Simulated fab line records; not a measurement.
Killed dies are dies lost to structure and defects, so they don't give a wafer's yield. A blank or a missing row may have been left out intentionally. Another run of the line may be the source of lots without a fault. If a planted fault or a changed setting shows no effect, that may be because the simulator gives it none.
Chamber matching + flow sky130 + SKY_VIA1_ETCH_15 on rie diel-04 has 4 sister chambers
The step etches SiO2 in C4F8/O2/Ar, stops on TiN, target depth 351 nm, time 54 s. 16 wafers are shown with their chamber, then 8 later ones without.

== WAFERS WITH THEIR CHAMBER ==
| wafer  | chamber | oes product au (a.u.) |
|--------|---------|-----------------------|
| L074.2 | 2       | 0.987                 |
| L074.3 | 3       | 0.980                 |
| L074.5 | 1       | 0.972                 |
| L083.1 | 3       | 0.976                 |
| L083.2 | 1       | 0.966                 |
| L083.6 | 0       | 0.993                 |
| L090.4 | 1       | 0.973                 |
| L090.5 | 0       | 0.977                 |
| L090.6 | 1       | 0.976                 |
| L091.2 | 3       | 0.983                 |
| L091.4 | 1       | 0.978                 |
| L091.6 | 0       | 0.981                 |
| L092.2 | 3       | 0.980                 |
| L092.3 | 0       | 0.983                 |
| L092.5 | 2       | 0.987                 |
| L094.2 | 1       | 0.983                 |

SIGNATURES (means of the wafers above)
| reading        | chamber 0 | chamber 1 | chamber 2 | chamber 3 | scatter within a chamber |
|----------------|-----------|-----------|-----------|-----------|--------------------------|
| oes product au | 0.98350   | 0.97467   | 0.98700   | 0.97975   | 0.00525                  |
Rule: distance of a wafer from a chamber = root of the sum over the readings of ((wafer's reading minus chamber's mean) / reading's scatter) squared. If the next closest chamber is less than 2 further off than the closest, the wafer can't be placed; otherwise it belongs to the closest. How the scatter is found: for the shown wafers, subtract from each reading the mean of its chamber, square and add these, divide the total by (wafers less chambers), then take the root.

== WAFERS MISSING THEIR CHAMBER ==
| wafer  | oes product au (a.u.) |
|--------|-----------------------|
| L094.4 | 0.976                 |
| L094.6 | 0.991                 |
| L095.1 | 0.992                 |
| L095.3 | 0.980                 |
| L095.6 | 0.986                 |
| L096.1 | 0.984                 |
| L096.3 | 0.978                 |
| L096.5 | 0.978                 |

== THE CHAMBER EACH PASSED THROUGH ==
| wafer  | from the rows above               | in truth |
|--------|-----------------------------------|----------|
| L094.4 | can't be placed: 1 or 3 or 0 or 2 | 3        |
| L094.6 | can't be placed: 2 or 0 or 3      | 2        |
| L095.1 | can't be placed: 2 or 0 or 3      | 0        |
| L095.3 | can't be placed: 3 or 0 or 1 or 2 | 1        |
| L095.6 | can't be placed: 2 or 0 or 3 or 1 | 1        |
| L096.1 | can't be placed: 0 or 2 or 3 or 1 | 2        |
| L096.3 | can't be placed: 3 or 1 or 0 or 2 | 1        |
| L096.5 | can't be placed: 3 or 1 or 0 or 2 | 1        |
0 of 8 placed correctly. Cannot be placed on the basis of these rows: 8; the candidates contain the true chamber in 8. Wrongly placed: 0.
